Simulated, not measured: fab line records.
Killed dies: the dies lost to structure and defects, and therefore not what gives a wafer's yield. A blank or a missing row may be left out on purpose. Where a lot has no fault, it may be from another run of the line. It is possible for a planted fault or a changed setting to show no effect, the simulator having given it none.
A struck lot beside a sound one || flow sky130 || 21 steps out of a route of 708
Sound: wafers L546.4, L546.5, L546.6. The struck wafers were L535.1, L535.5, L535.6. The cause is given at the end.
Per side, at each step with rows, come the tool, then ch with its chambers, and then its first start. Under that, the readings that differ: sound wafers || struck wafers || difference of the means || sigmas: that difference in standard deviations of wafers without a fault.
alike: words and numbers the same on both sides, and readings whose means are apart by under 2 such deviations; not compared: readings that were withheld, readings missing a value for some wafer, numbers with overlapping values and no deviation given by the record, and bounds like >300 which may hide the same value.
The two part at a step that has a row with sigmas, a row that says differs or no value, or rows on one side only. Numbers that have no deviation but don't overlap get no sigmas and don't part them. A reading that every wafer of one side lacks parts them only if that side has two wafers or more.

first, 1 step without rows for these wafers: SKY_RES_XHIGH_IMPLANT_07.
SKY_RES_XHIGH_STRIP_08: strips in O2/N2.
  sound on plasma asher-04 ch 0,1, day 32 11:22; struck on plasma asher-02 ch 0,1, day 28 13:56
  alike: chamber pressure mTorr, drypump motor current A, oes product au, strip time to endpoint s
  not compared: rf hours counter h
SKY_RES_XHIGH_TW_MEAS_09:
  struck on film metro-01, day 28 14:02; sound on film metro-03, day 32 11:28
  alike: RES_XHIGH_TW
then, 7 steps without rows for these wafers: SKY_SD_N_DEHYDRATE_00 (time 60 s); SKY_SD_N_HMDS_01 (prime time 60 s); SKY_SD_N_COAT_02 (resist thk 1140 nm); SKY_SD_N_SOFTBAKE_03 (time 60 s); SKY_SD_N_EXPOSE_04 (exposes mask NSDM, target cd 380 nm); SKY_SD_N_PEB_05; SKY_SD_N_DEVELOP_06 (develop time 60 s).
SKY_SD_N_CD_MEAS_07 targets a cd of 380 nm.
  struck on cd sem-02, day 29 18:22; sound on cd sem-01, day 33 14:14
  alike: cd nm
SKY_SD_N_OVL_MEAS_08:
  struck on overlay-02, day 29 18:29; sound on overlay-02, day 33 14:18
  alike: SD_N_OVL
SKY_SD_N_IMPLANT_09:
  sound on implanter-04 ch 0, day 33 14:24; struck on implanter-04 ch 0, day 29 18:31
{"reading": "dose ions cm2", "sound": "4.001e+15 3.995e+15 4e+15", "struck": "3.732e+15 3.73e+15 3.735e+15", "difference": -2.663e+14, "sigmas": -59}
  alike: beam energy keV
then, 1 step without rows for these wafers: SKY_SD_N_IMPLANT_10.
SKY_SD_N_STRIP_11: strips in O2/N2.
  sound on plasma asher-04 ch 0,1, day 33 14:40; struck on plasma asher-03 ch 0,1, day 29 18:49
{"reading": "strip time to endpoint s (s)", "sound": "22.51 22.51 22.50", "struck": "22.29 22.33 22.31", "difference": -0.20, "sigmas": -5}
  alike: chamber pressure mTorr, drypump motor current A, oes product au
  not compared: rf hours counter h
SKY_SD_N_TW_MEAS_12:
  struck on film metro-02, day 29 18:55; sound on film metro-01, day 33 14:45
  alike: SD_N_TW
then, 1 step without rows for these wafers: SKY_SD_N_CLEAN_13 (cleans in SC1/SC2, time 150 s).
SKY_SD_N_RTA_14: time 2 s.
  sound on rtp anneal-02 ch 0, day 33 14:52; struck on rtp anneal-01 ch 0, day 29 19:02
  alike: lamp power pct, wafer_temp_C_max
SKY_SD_N_RS_MEAS_16: measurement is done with a four-point probe.
  struck on film metro-03, day 29 19:14; sound on film metro-02, day 33 15:04
{"reading": "SD_N_RS (ohm/sq)", "sound": "68.63 68.69 68.55", "struck": "69.12 69.04 69.16", "difference": "+0.48", "sigmas": "+4"}
SKY_SD_N_RS_MEAS_17: measurement is done with a four-point probe.
  struck on film metro-03, day 29 19:21; sound on film metro-02, day 33 15:11
  alike: SD_P_RS
-- here the record skips 17 days between the struck wafers' starts before and after, leaving off in module SD_N and picking up in module PAD_OPEN (first step shown: number 708 of the route) --
SKY_PAD_OPEN_PROBE_99:
  struck on prober-02, day 47 03:11; sound on prober-01, day 49 16:40
{"reading": "model.etest.res ndiff hv.rs ohm sq", "sound": "111.6 111.1 111.4", "struck": "117.3 116 116.1", "difference": "+5.1", "sigmas": ""}
{"reading": "model.etest.res ndiff.rs ohm sq", "sound": "117.1 117 116.6", "struck": "121.8 120.6 120.4", "difference": "+4.0", "sigmas": ""}
  alike: killed_at_M0_to_M3, killed_at_M4_up, killed at contacts, killed at front end, killed at other, killed dies, killed open, killed short

## WHERE THEY PART
First at SKY_SD_N_IMPLANT_09; last, within this record, at SKY_SD_N_RS_MEAS_16. Later steps at which nothing parts them and some readings are alike: SKY_SD_N_RS_MEAS_17, SKY_PAD_OPEN_PROBE_99.

WHY: what the simulator had put in
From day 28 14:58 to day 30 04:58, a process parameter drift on implanter-04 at SKY_SD_N_IMPLANT_09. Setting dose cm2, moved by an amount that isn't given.
